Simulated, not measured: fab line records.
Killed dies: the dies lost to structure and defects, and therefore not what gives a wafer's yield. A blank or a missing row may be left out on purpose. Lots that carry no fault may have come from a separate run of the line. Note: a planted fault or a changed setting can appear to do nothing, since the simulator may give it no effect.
fab line records | flow gf180mcu
record lots=14 wafers=40 lastDay=34
route steps=602 shown HV_LDD@223 M1@326 V1@336
lots untouched by any fault: they come from a run of this same line in which no faults occurred
startH: hours from the record's opening day to when the first of the lot's shown wafers began | waitH: hours elapsed since this lot's preceding step | " repeats the value in the row above | L1.1+2: a row that stands for several wafers | - no value present, or no start provided | * or withheld: withheld | < > ~ a bound
route shown NAME@n: NAME is a module with steps in the file, n the number in the route of the first one | usual: mean/standard deviation taken from wafers without a fault | same: alike in all rows | chamber/n: place in a boat | sites: per-site readings | _std_site: how widely they spread, as a standard deviation | _edge_site: outer sites' mean less inner sites' | radiusMm: how far each site lies from the wafer's centre | mask NAME#n: copy n | behind: the last tool/chamber to shape the wafer | hold: what put the lot on hold/how long, in hours/how the hold closed | device: names the non-switching transistor (n, p or np) | end of line: tests of these same wafers at the route's end | where a step has no rows: the recipe by itself | killed: dies lost to structure and defects at the first sort, not the wafer's yield | map: per-die view of a wafer (x killed, . not killed, _ where there is no die)
set.NAME: the setting as run; set.NAME@STEP: as run at that earlier step | model.NAME: the simulator's own value behind a step, which no gauge read
a sample of lots followed through the steps of the route, with each step as a table and each wafer as a row
services: the hour from which a tool's chamber was out of use, counted from the record's first day as startH (under 0 if before that day), plus the number of hours and why
## steps
# step GF_HV_LDD_OVL_MEAS_47
# usual HV_LDD_03_OVL=-0.2/1.4
# columns lot.wafer tool chamber startH waitH HV_LDD_03_OVL[nm]
L997.4 overlay-02 - 269.21 0.1 -0.4
L997.5 " - " " 1.1
L997.6 " - " " 2.9
L998.2 overlay-02 - 271.40 0.1 -1.1
L998.3 " - " " -1.5
L998.6 " - " " -0.1
L999.1 overlay-01 - 283.72 0.1 0.5
L999.3 " - " " -1.3
L999.4 " - " " 0.5
L100.1 overlay-02 - 295.67 0.1 0.2
L100.5 " - " " 0.4
L100.6 " - " " -0.6
L101.1 overlay-02 - 301.67 0.1 -1.1
L101.2 " - " " 1.9
L101.5 " - " " -0.5
L102.1 overlay-01 - 307.79 0.1 0.5
L102.2 " - " " 2.8
L102.6 " - " " 2.8
L103.1 overlay-02 - 319.79 0.1 1.1
L103.5 " - " " -2.6
L103.6 " - " " -0.3
L105.1 overlay-02 - 332.46 0.1 0.2
L105.2 " - " " 0.6
L105.3 " - " " -1.2
L106.1 overlay-01 - 338.36 0.1 -1.4
L106.3 " - " " -0.7
L106.4 " - " " 0.0
L107.2 overlay-01 - 348.87 0.1 -1.0
L107.4 " - " " 2.0
L107.6 " - " " -1.0
L111.2 overlay-02 - 379.82 0.1 -2.7
L111.4 " - " " -1.5
L111.6 " - " " -2.1
L114.3 overlay-01 - 414.98 0.1 -1.1
L114.5 " - " " -0.9
L115.1 overlay-02 - 421.81 0.1 -0.1
L115.2 " - " " 0.2
L119.1 overlay-02 - 452.49 0.1 -2.1
L119.4 " - " " 0.8
L119.5 " - " " -0.2
# step GF_M1_EXPOSE_11
# recipe maskId=Metal1 targetCdNm=230 na=0.68 sourceShape=conventional sigmaOuter=0.6 doseMj=28
# usual focusOffsetNm=0.0/0.48
# same sigmaOuter=0.6
# columns lot.wafer tool chamber startH waitH mask focusOffsetNm
L997.4 krfScanner-01 0 369.67 - Metal1#0 -0.6
L997.5 " 0 " " Metal1#0 -0.9
L997.6 " 0 " " Metal1#0 -1.5
L998.2 krfScanner-01 0 372.42 - Metal1#0 -0.3
L998.3 " 0 " " Metal1#0 -0.1
L998.6 " 0 " " Metal1#0 -0.9
L999.1 krfScanner-01 0 386.00 - Metal1#0 0.6
L999.3 " 0 " " Metal1#0 -0.8
L999.4 " 0 " " Metal1#0 0.4
L100.1 krfScanner-01 0 398.67 - Metal1#0 -0.5
L100.5 " 0 " " Metal1#0 0.2
L100.6 " 0 " " Metal1#0 0.5
L101.1 krfScanner-02 0 406.35 - Metal1#0 -0.1
L101.2 " 0 " " Metal1#0 0.0
L101.5 " 0 " " Metal1#0 0.5
L102.1 krfScanner-01 0 413.20 - Metal1#0 0.8
L102.2 " 0 " " Metal1#0 0.6
L102.6 " 0 " " Metal1#0 0.5
L103.1 krfScanner-02 0 427.16 - Metal1#0 0.3
L103.5 " 0 " " Metal1#0 -0.5
L103.6 " 0 " " Metal1#0 0.0
L105.1 krfScanner-01 0 441.18 - Metal1#0 0.5
L105.2 " 0 " " Metal1#0 0.1
L105.3 " 0 " " Metal1#0 0.6
L106.1 krfScanner-01 0 449.10 - Metal1#0 -0.5
L106.3 " 0 " " Metal1#0 0.6
L106.4 " 0 " " Metal1#0 -0.8
L107.2 krfScanner-02 0 460.44 - Metal1#0 0.3
L107.4 " 0 " " Metal1#0 0.4
L107.6 " 0 " " Metal1#0 -0.5
L111.2 krfScanner-02 0 494.39 - Metal1#0 -0.4
L111.4 " 0 " " Metal1#0 0.9
L111.6 " 0 " " Metal1#0 0.2
L114.3 krfScanner-02 0 531.45 - Metal1#0 0.3
L114.5 " 0 " " Metal1#0 0.8
L115.1 krfScanner-02 0 538.44 - Metal1#0 0.8
L115.2 " 0 " " Metal1#0 0.4
L119.1 krfScanner-01 0 565.97 - Metal1#0 -0.7
L119.4 " 0 " " Metal1#0 -0.4
L119.5 " 0 " " Metal1#0 0.2
# step GF_M1_CD_MEAS_14
# recipe targetCdNm=230
# usual cdNm=229.7/1.3
# columns lot.wafer tool chamber startH waitH cdNm
L997.4 cdSem-02 - 380.33 0.1 231.7
L997.5 " - " " 231.0
L997.6 " - " " 230.6
L998.2 cdSem-02 - 383.32 0.1 231.0
L998.3 " - " " 230.9
L998.6 " - " " 229.3
L999.1 cdSem-02 - 396.95 0.1 230.1
L999.3 " - " " 228.1
L999.4 " - " " 229.6
L100.1 cdSem-01 - 410.24 0.1 229.0
L100.5 " - " " 227.9
L100.6 " - " " 229.1
L101.1 cdSem-02 - 418.25 0.1 230.0
L101.2 " - " " 230.8
L101.5 " - " " 230.2
L102.1 cdSem-01 - 424.49 0.1 225.8
L102.2 " - " " 227.9
L102.6 " - " " 227.9
L103.1 cdSem-01 - 439.32 0.1 228.6
L103.5 " - " " 228.6
L103.6 " - " " 229.4
L105.1 cdSem-02 - 452.72 0.1 228.9
L105.2 " - " " 229.4
L105.3 " - " " 229.2
L106.1 cdSem-02 - 460.94 0.1 231.9
L106.3 " - " " 231.1
L106.4 " - " " 230.9
L107.2 cdSem-02 - 472.44 0.1 228.3
L107.4 " - " " 227.2
L107.6 " - " " 228.1
L111.2 cdSem-02 - 506.56 0.1 230.0
L111.4 " - " " 229.6
L111.6 " - " " 229.7
L114.3 cdSem-02 - 542.98 0.1 230.1
L114.5 " - " " 128.1
L115.1 cdSem-01 - 549.64 0.1 127.5
L115.2 " - " " 230.4
L119.1 cdSem-02 - 576.97 0.1 228.9
L119.4 " - " " 228.5
L119.5 " - " " 229.4
# step GF_V1_THK_MEAS_01
# recipe reads=SiO2_of_V1_CVD_00
# usual V1_CVD_00_THK=600/6.4
# columns lot.wafer tool chamber startH waitH V1_CVD_00_THK[nm]
L997.4 filmMetro-04 - 381.18 0.0 601
L997.5 " - " " 605
L997.6 " - " " 594
L998.2 filmMetro-02 - 384.23 0.0 599
L998.3 " - " " 593
L998.6 " - " " 601
L999.1 filmMetro-04 - 397.85 0.0 588
L999.3 " - " " 597
L999.4 " - " " 596
L100.1 filmMetro-02 - 411.12 0.0 608
L100.5 " - " " 610
L100.6 " - " " 608
L101.1 filmMetro-01 - 419.12 0.0 603
L101.2 " - " " 592
L101.5 " - " " 593
L102.1 filmMetro-01 - 425.36 0.0 600
L102.2 " - " " 594
L102.6 " - " " 609
L103.1 filmMetro-02 - 440.31 0.0 591
L103.5 " - " " 596
L103.6 " - " " 594
L105.1 filmMetro-01 - 453.60 0.0 595
L105.2 " - " " 593
L105.3 " - " " 596
L106.1 filmMetro-02 - 461.81 0.0 599
L106.3 " - " " 602
L106.4 " - " " 608
L107.2 filmMetro-01 - 473.30 0.0 600
L107.4 " - " " 596
L107.6 " - " " 586
L111.2 filmMetro-02 - 507.43 0.0 599
L111.4 " - " " 613
L111.6 " - " " 605
L114.3 filmMetro-01 - 543.88 0.1 605
L115.2 filmMetro-02 - 550.53 0.0 599
L119.1 filmMetro-01 - 577.87 0.0 613
L119.4 " - " " 608
L119.5 " - " " 608
# step GF_V1_ETCH_16
# recipe chemistry=N2/H2 targetDepthA=withheld overetchA=withheld timeS=withheld target=BARC ionEnergyEv=200 sourceW=500 biasW=100 pressureMtorr=30 n2FlowSccm=100 h2FlowSccm=200
# usual drypumpMotorCurrentA=5.6/0.31 n2FlowSccm=99.98/0.3 oesProductAu=0.854/0.0045 throttleValvePct=13.224/0.0083
# columns lot.wafer tool chamber startH waitH drypumpMotorCurrentA n2FlowSccm oesProductAu throttleValvePct
L997.4 rieDiel-01 1 404.65 0.0 5.5 99.52 0.857 13.236
L997.5 " 1 " " 5.5 100.18 0.858 13.221
L997.6 " 0 " " 5.8 99.74 0.852 13.230
L998.2 rieDiel-04 0 407.79 0.0 5.5 100.06 0.854 13.208
L998.3 " 2 " " 5.5 100.37 0.859 13.234
L998.6 " 3 " " 5.7 100.16 0.858 13.219
L999.1 rieDiel-01 2 421.97 0.0 5.8 100.35 0.860 13.214
L999.3 " 3 " " 5.5 99.42 0.857 13.217
L999.4 " 1 " " 5.5 100.11 0.859 13.222
L100.1 rieDiel-03 3 434.65 0.0 5.4 100.54 0.848 13.227
L100.5 " 2 " " 6.0 99.72 0.855 13.217
L100.6 " 1 " " 5.2 99.63 0.851 13.213
L101.1 rieDiel-01 2 443.95 0.0 5.8 100.01 0.846 13.205
L101.2 " 3 " " 5.5 99.56 0.853 13.218
L101.5 " 3 " " 5.5 100.14 0.853 13.217
L102.1 rieDiel-04 1 451.15 0.0 5.4 99.64 0.855 13.218
L102.2 " 0 " " 5.4 100.59 0.869 13.219
L102.6 " 1 " " 5.4 99.73 0.858 13.214
L103.1 rieDiel-04 2 465.39 0.0 5.5 100.19 0.857 13.230
L103.5 " 2 " " 5.5 99.95 0.856 13.218
L103.6 " 3 " " 5.7 99.58 0.857 13.225
L105.1 rieDiel-03 2 478.54 0.0 6.0 100.14 0.854 13.231
L105.2 " 3 " " 5.4 100.02 0.856 13.241
L105.3 " 1 " " 5.2 99.75 0.846 13.233
L106.1 rieDiel-04 0 487.34 0.0 5.4 100.86 0.851 13.225
L106.3 " 1 " " 5.4 100.34 0.846 13.235
L106.4 " 2 " " 5.5 100.18 0.848 13.225
L107.2 rieDiel-01 0 497.99 0.0 5.8 100.06 0.860 13.211
L107.4 " 0 " " 5.8 99.76 0.844 13.222
L107.6 " 1 " " 5.5 99.72 0.855 13.215
L111.2 rieDiel-03 2 531.65 0.0 6.0 100.11 0.859 13.229
L111.4 " 3 " " 5.4 100.11 0.847 13.214
L111.6 " 1 " " 5.2 99.65 0.852 13.221
L114.3 rieDiel-03 1 567.00 0.0 5.2 99.93 0.856 13.235
L115.2 rieDiel-03 1 573.30 0.0 5.2 99.92 0.853 13.234
L119.1 rieDiel-03 0 600.34 0.0 6.3 99.87 0.854 13.224
L119.4 " 1 " " 5.2 99.82 0.854 13.222
L119.5 " 1 " " 5.2 99.72 0.857 13.212
## services
# columns tool chamber startH hours kind
krfScanner-02 - 348.33 4.0 pm
krfScanner-01 - 350.70 2.7 repair
krfScanner-02 - 353.42 3.6 pm
krfScanner-02 - 374.61 1.3 pm
rieDiel-03 0 386.53 3.0 repair
krfScanner-02 - 389.32 1.0 pm
rieDiel-03 3 401.85 30.0 repair
krfScanner-01 - 408.29 0.2 repair
krfScanner-01 - 410.16 1.3 pm
rieDiel-03 1 410.26 8.2 repair
krfScanner-01 - 417.52 0.8 pm
krfScanner-01 - 421.68 1.0 pm
krfScanner-01 - 424.03 4.0 pm
krfScanner-02 - 481.52 0.2 repair
krfScanner-01 - 501.49 7.2 pm
krfScanner-02 - 513.78 0.8 pm
krfScanner-02 - 526.22 3.0 pm
krfScanner-01 - 529.67 36.0 pm
krfScanner-02 - 565.67 1.3 pm
krfScanner-02 - 566.97 1.0 pm
krfScanner-02 - 580.66 4.4 pm
krfScanner-01 - 586.06 1.3 pm
krfScanner-01 - 587.36 0.8 pm
krfScanner-01 - 590.68 1.0 pm
## key
firstSign step=GF_M1_CD_MEAS_14 reading=cdNm direction=down sigmas=77 usual=229.7 struck=127.8
effect none on later readings
metAt GF_M1_EXPOSE_11
struckLots L114,L115
struckWafers L114.5,L115.1
laterRowsLeftOut L114.5,L115.1
sortLeftOut L114.5,L115.1
notActingAt GF_HV_LDD_OVL_MEAS_47,GF_V1_THK_MEAS_01,GF_V1_ETCH_16
onsetBetween 494.39 531.45
fault kind=processParameterDrift tool=krfScanner-02 chamber=- onsetH=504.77 steps=GF_M1_EXPOSE_11 channel=focusNm offset=584.99 shape=step endH=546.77 scope=struckWafersOnly
# sortLeftOut: the simulated sort isn't trusted on such a fault, so these wafers' sort isn't shown, and their yield isn't known
# laterRowsLeftOut: the simulator's readings of these wafers behind a module that went badly wrong aren't trusted and aren't shown, but for the sort
